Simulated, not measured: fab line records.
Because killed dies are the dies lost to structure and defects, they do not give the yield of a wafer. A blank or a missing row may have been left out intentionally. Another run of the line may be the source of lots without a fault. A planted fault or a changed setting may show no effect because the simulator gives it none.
Which tool is to blame?    flow gf180mcu    6 lots with 18 wafers sampled at 2 steps, on a route of 602 steps

WHAT EACH GAUGE READ, for each wafer
GF_DNWELL_TW_MEAS_09.
lot   measured     on             DNWELL_TW
L570  day 3 00:34  film metro-04  1326 1330 1333
L572  day 3 10:20  film metro-02  1383 1380 1382
L574  day 3 21:07  film metro-02  1363 1362 1354
L578  day 4 19:43  film metro-04  1192 1191 1194
L588  day 6 23:40  film metro-03  1336 1345 1338
L592  day 7 20:08  film metro-03  1347 1341 1349

WHAT TOOL EACH LOT RAN ON (gives the tool, then ch and the chambers of the sampled wafers, and finally the start)
lot   GF_DNWELL_IMPLANT_07
L570  implanter-01 ch 0, day 3 00:20
L572  implanter-01 ch 0, day 3 10:07
L574  implanter-02 ch 0, day 3 20:52
L578  implanter-02 ch 0, day 4 19:28
L588  implanter-04 ch 0, day 6 23:25
L592  implanter-04 ch 0, day 7 19:55
- GF_DNWELL_IMPLANT_07

THE ANSWER, worked out from the rows above alone
Rule: the usual values come from the lots themselves. The widest of any qualifying gaps counts: lots, ordered by their means at a reading, are off when they make up no more than a third of the lots, leave a main group of 4 or more, and stand apart from it by 3 or more times the standard deviation of that group's means. A main group is skipped when, at the precision printed for the reading in the tables above, its means are all equal. Also off: a lot with no number at a reading for which 4 or more lots have one. All remaining lots with rows at the step are treated as sound.
Off: L578, at GF_DNWELL_TW_MEAS_09 (DNWELL_TW). Mean 1351 and standard deviation 18 in the main group.
A tool fits if, at a process step before that reading, it ran every lot that is off, and no sound lot after the first of them. Gauges at GF_DNWELL_TW_MEAS_09: tried the same way as those tools. 2 tools fit, implanter-02 at GF_DNWELL_IMPLANT_07 and film metro-04 at GF_DNWELL_TW_MEAS_09, so this cannot tell which one it is.

WHAT THE SIMULATOR HAD PUT IN
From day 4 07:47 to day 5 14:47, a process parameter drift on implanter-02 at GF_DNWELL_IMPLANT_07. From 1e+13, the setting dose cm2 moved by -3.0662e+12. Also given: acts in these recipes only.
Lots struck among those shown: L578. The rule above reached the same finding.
